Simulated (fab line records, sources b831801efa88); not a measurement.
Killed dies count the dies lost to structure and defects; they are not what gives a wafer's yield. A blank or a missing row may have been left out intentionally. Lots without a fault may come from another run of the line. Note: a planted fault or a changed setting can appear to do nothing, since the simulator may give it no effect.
The same fault as seen by 2 desks | flow gf180mcu | only its own numbers are on each desk; what lay behind them is given at the end

## AT THE TOOL OWNER'S DESK: litho-track-01
The tool's own readings at GF_DNWELL_SOFTBAKE_03: means of the sampled wafers that have a number, for each lot that ran on this tool. A lot is out of limits, marked OUT, if its mean lies more than 4 standard deviations from the usual mean; the brackets give that distance.
Columns: A = exhaust-pa at GF_DNWELL_SOFTBAKE_03, usual 44.9 Pa; B = heater-power-total-W at GF_DNWELL_SOFTBAKE_03, usual 65.31 W; C = plate-temp-C at GF_DNWELL_SOFTBAKE_03, usual 110.00 C
lot  | first seen here | A    | B                | C
L104 | day 3 04:42     | 44.6 | 65.27            | 110.08
L105 | day 3 11:33     | 44.6 | 65.34            | 110.08
L106 | day 3 16:31     | 44.2 | 65.27            | 109.93
L107 | day 3 19:49     | 45.3 | 65.36            | 109.99
L111 | day 4 15:51     | 44.2 | 64.00 (-9.4) OUT | 108.10 (-15) OUT
L114 | day 5 11:09     | 44.4 | 63.91 (-10) OUT  | 108.14 (-14) OUT
This desk's verdict: out of limits on L111, L114, starting with L111 at day 4 15:51 (heater-power-total-W at GF_DNWELL_SOFTBAKE_03). L104, L105, L106, L107 stayed within limits.

## THE METROLOGY DESK
What the gauges read for every lot (on any tool): the sampled wafers with a number, averaged. A lot is out of limits, marked OUT, if its mean lies more than 4 standard deviations from the usual mean; the brackets give that distance.
Columns: A = NWELL_OVL at GF_NWELL_OVL_MEAS_07, usual -0.4 nm; B = MVPSD_OVL at GF_MVPSD_OVL_MEAS_07, usual -0.3 nm
lot  | first seen here | A    | B
L103 | day 3 19:16     | 0.1  | -1.3
L104 | day 3 23:59     | 0.6  | -1.3
L105 | day 4 08:08     | -0.6 | -0.5
L106 | day 4 12:43     | -0.7 | 0.5
L107 | day 4 15:49     | -1.6 | 0.5
L108 | day 4 20:59     | -1.3 | -0.9
L111 | day 5 13:07     | -0.3 | -2.5
L114 | day 6 09:04     | 1.2  | -1.1
L116 | day 6 19:31     | -1.0 | -1.0
L119 | day 7 13:07     | 0.0  | 0.6
L121 | day 7 22:01     | 0.8  | 0.1
L122 | day 8 00:46     | -1.3 | 0.2
L123 | day 8 12:07     | 0.4  | 0.4
L124 | day 8 13:34     | 0.5  | 0.3
This desk's verdict: no lot among the 14 shows anything out of limits.

## BROUGHT TOGETHER
On L111, L114, at day 4 15:51, an alarm was possible from the tool owner's desk.
The metrology desk saw nothing out of limits.
The metrology desk has L111, L114 on record, within its limits.
All the named lots went through GF_DNWELL_SOFTBAKE_03 on litho-track-01.

## WHAT THE SIMULATOR PUT IN
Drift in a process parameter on litho-track-01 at GF_DNWELL_SOFTBAKE_03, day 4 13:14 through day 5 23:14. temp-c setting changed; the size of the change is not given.
Shown lots that were struck: L111, L114.
Delay in hours, fault start to first out-of-limits reading, by desk: the tool owner's desk at 3.
